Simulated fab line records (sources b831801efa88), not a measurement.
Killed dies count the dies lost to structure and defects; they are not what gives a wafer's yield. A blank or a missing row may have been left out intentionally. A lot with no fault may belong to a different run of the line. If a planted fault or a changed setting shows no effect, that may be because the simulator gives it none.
Comparing a struck lot with a sound one + flow sky130 + 32 out of 708 route steps
Sound: wafers L755.1, L755.2, L755.5. Struck: wafer L765.2 (left out: L765.5, a lot-mate that was not struck); the cause follows at the end.
At each step with rows: each side's tool, then ch and its chambers, then its first start. Under that, the readings that differ: sound wafers + struck wafers + difference of the means + sigmas: that difference in standard deviations of wafers without a fault.
alike: same words and numbers on both sides, and readings whose means sit less than 2 such deviations apart. not compared: any withheld reading, any reading some wafer has no value for, any bound like >300 that may hide the same value, and any number with overlapping values for which the record gives no deviation.
The two part at a step that has a row with sigmas, a row that says differs or no value, or rows on one side only. When numbers do not overlap yet have no deviation, they are printed without sigmas and do not part them. A reading missing from all wafers of one side parts the sides only when that side holds two or more wafers.

first, 6 steps without rows for these wafers: SKY_VIA1_ETCH_15 (etches SiO2 in C4F8/O2/Ar, stops on TiN, target depth 351 nm, time 54 s); SKY_VIA1_STRIP_16 (strips in O2/N2); SKY_VIA1_STRIP_17 (strips in post etch residue remover, time 1200 s); SKY_VIA1_CLEAN_18 (cleans in IPA, time 180 s); SKY_VIA1_CLEAN_19 (cleans in O3/DIW); SKY_VIA1_SPUTTER_20 (material TiN, target thk 20 nm, time 80 s).
SKY_VIA1_CVD_21: deposits W, target thk 270 nm, time 80.902 s.
  sound on cvd_w-02 ch 0,1, day 34 21:24; struck on cvd_w-02 ch 0, day 37 16:14
  alike: heater_power_w
SKY_VIA1_RS_MEAS_22: uses a four-point probe to measure.
  sound on film_metro-03 at day 34 21:29; struck on film_metro-03 at day 37 16:21
  alike: VIA1_W_RS
SKY_VIA1_THK_MEAS_23: measures by xrf.
  sound on film_metro-03 at day 34 21:37; struck on film_metro-03 at day 37 16:28
  alike: VIA1_W_THK
SKY_VIA1_CMP_24: polishes, stops on SiO2, t overpolish 15 s, target thk 0 nm.
  sound on cmp-01 ch 2,3, day 34 21:43; struck on cmp-02 ch 1, day 37 16:37
| reading                | sound    | struck | difference | sigmas |
|------------------------|----------|--------|------------|--------|
| time_to_endpoint_s (s) | 66 64 64 | 54     | -11        | -3     |
  alike: motor_current_A, overpolish_run_s
SKY_METAL2_SPUTTER_00: material Ti, target thk 15 nm, time 10 s.
  sound on pvd_sputter-03 at day 34 21:58; struck on pvd_sputter-03 at day 37 16:49
  alike: throttle_valve_pct
SKY_METAL2_SPUTTER_01: material TiN, target thk 20 nm, time 16.7 s.
  sound on pvd_sputter-03 at day 34 21:59; struck on pvd_sputter-03 at day 37 16:50
  alike: throttle_valve_pct
SKY_METAL2_SPUTTER_02: material AlCu, target thk 250 nm, time 13.3 s.
  sound on pvd_sputter-03 at day 34 22:01; struck on pvd_sputter-03 at day 37 16:52
| reading                                     | sound             | struck | difference | sigmas |
|---------------------------------------------|-------------------|--------|------------|--------|
| model.AlCu_of_METAL2_SPUTTER_02.thk_nm (nm) | 255.8 252.3 257.5 | 99.62  | -155.58    |        |
  alike: throttle_valve_pct
SKY_METAL2_SPUTTER_03: material Ti, target thk 5 nm, time 3.3 s.
  sound on pvd_sputter-03 at day 34 22:02; struck on pvd_sputter-03 at day 37 16:53
  alike: throttle_valve_pct
then, 1 step without rows for these wafers: SKY_METAL2_SPUTTER_04 (material TiN, target thk 70 nm, time 58.3 s).
SKY_METAL2_RS_MEAS_05: uses a four-point probe to measure.
  sound on film_metro-02 at day 34 22:07; struck on film_metro-02 at day 37 16:58
| reading                 | sound                | struck | difference | sigmas      |
|-------------------------|----------------------|--------|------------|-------------|
| METAL2_ALCU_RS (ohm/sq) | 0.1234 0.1257 0.1228 | 0.3333 | +0.2093    | +99 or more |
SKY_METAL2_THK_MEAS_06: measures by xrf.
  sound on film_metro-02 at day 34 22:14; struck on film_metro-02 at day 37 17:05
| reading              | sound             | struck | difference | sigmas |
|----------------------|-------------------|--------|------------|--------|
| METAL2_ALCU_THK (nm) | 254.3 252.1 257.0 | 99.8   | -154.7     | -53    |
then, 8 steps without rows for these wafers: SKY_METAL2_DEHYDRATE_07 (time 60 s); SKY_METAL2_HMDS_08 (prime time 60 s); SKY_METAL2_COAT_09 (resist thk 60 nm); SKY_METAL2_COAT_10 (resist thk 450 nm); SKY_METAL2_SOFTBAKE_11 (time 90 s); SKY_METAL2_EXPOSE_12 (exposes mask MM2, target cd 140 nm); SKY_METAL2_PEB_13; SKY_METAL2_DEVELOP_14 (develop time 60 s).
SKY_METAL2_CD_MEAS_15: target cd 140 nm.
  sound on cd_sem-01 at day 35 23:51; struck on cd_sem-02 at day 38 17:41
  alike: cd_nm
SKY_METAL2_OVL_MEAS_16:
  sound on overlay-02 at day 35 23:58; struck on overlay-01 at day 38 17:47
| reading         | sound   | struck | difference | sigmas |
|-----------------|---------|--------|------------|--------|
| METAL2_OVL (nm) | 3 15 -3 | -15    | -20        | -3     |
then, 2 steps without rows for these wafers: SKY_METAL2_DESCUM_17 (chemistry O2, time 8 s); SKY_METAL2_ETCH_18 (etches BARC in N2/H2, stops on SiO2, time 45.9 s, target depth 60 nm).
SKY_METAL2_METAL_ETCH_19: etches the open film in Cl2/BCl3, stops on SiO2, target depth 360 nm, time 78 s.
  sound on rie_metal-04 ch 0,1, day 36 00:06; struck on rie_metal-04 ch 0, day 38 18:02
| reading               | sound             | struck | difference | sigmas |
|-----------------------|-------------------|--------|------------|--------|
| oes_product_au (a.u.) | 0.862 0.857 0.844 | 0.691  | -0.163     | -29    |
  alike: drypump_motor_current_A, throttle_valve_pct
  not compared: rf_hours_counter_h
then, 1 step without rows for these wafers: SKY_METAL2_STRIP_20 (strips in O2/N2).
-- the record jumps here: 10 days lie between the struck wafers' starts before and after (it left off in module METAL2 and takes up again in module PAD_OPEN, whose first step shown is number 708 of the route) --
SKY_PAD_OPEN_PROBE_99:
  sound on prober-01 at day 46 09:52; struck on prober-02 at day 48 15:41
| reading                      | sound                | struck | difference | sigmas |
|------------------------------|----------------------|--------|------------|--------|
| model.etest.met2.line_ohm_um | 0.9263 0.9347 0.9156 | 2.482  | +1.556     |        |
| model.etest.met2.rs_ohm_sq   | 0.1251 0.1263 0.1247 | 0.3413 | +0.2159    |        |
  alike: defect_limited_yield, killed_at_M0_to_M3, killed_at_M4_up, killed_at_contacts, killed_at_front_end, killed_at_other, killed_dies, killed_open, killed_short, sort_bin_3_pad_short, sort_bin_5_function, sort_bin_6_memory, sort_n_pass, sort_yield_pct

== WHERE THEY PART ==
Last at SKY_METAL2_METAL_ETCH_19 as far as this record goes, first at SKY_VIA1_CMP_24. Later steps at which nothing parts them and some readings are alike: SKY_PAD_OPEN_PROBE_99.

WHY: what had been put in by the simulator
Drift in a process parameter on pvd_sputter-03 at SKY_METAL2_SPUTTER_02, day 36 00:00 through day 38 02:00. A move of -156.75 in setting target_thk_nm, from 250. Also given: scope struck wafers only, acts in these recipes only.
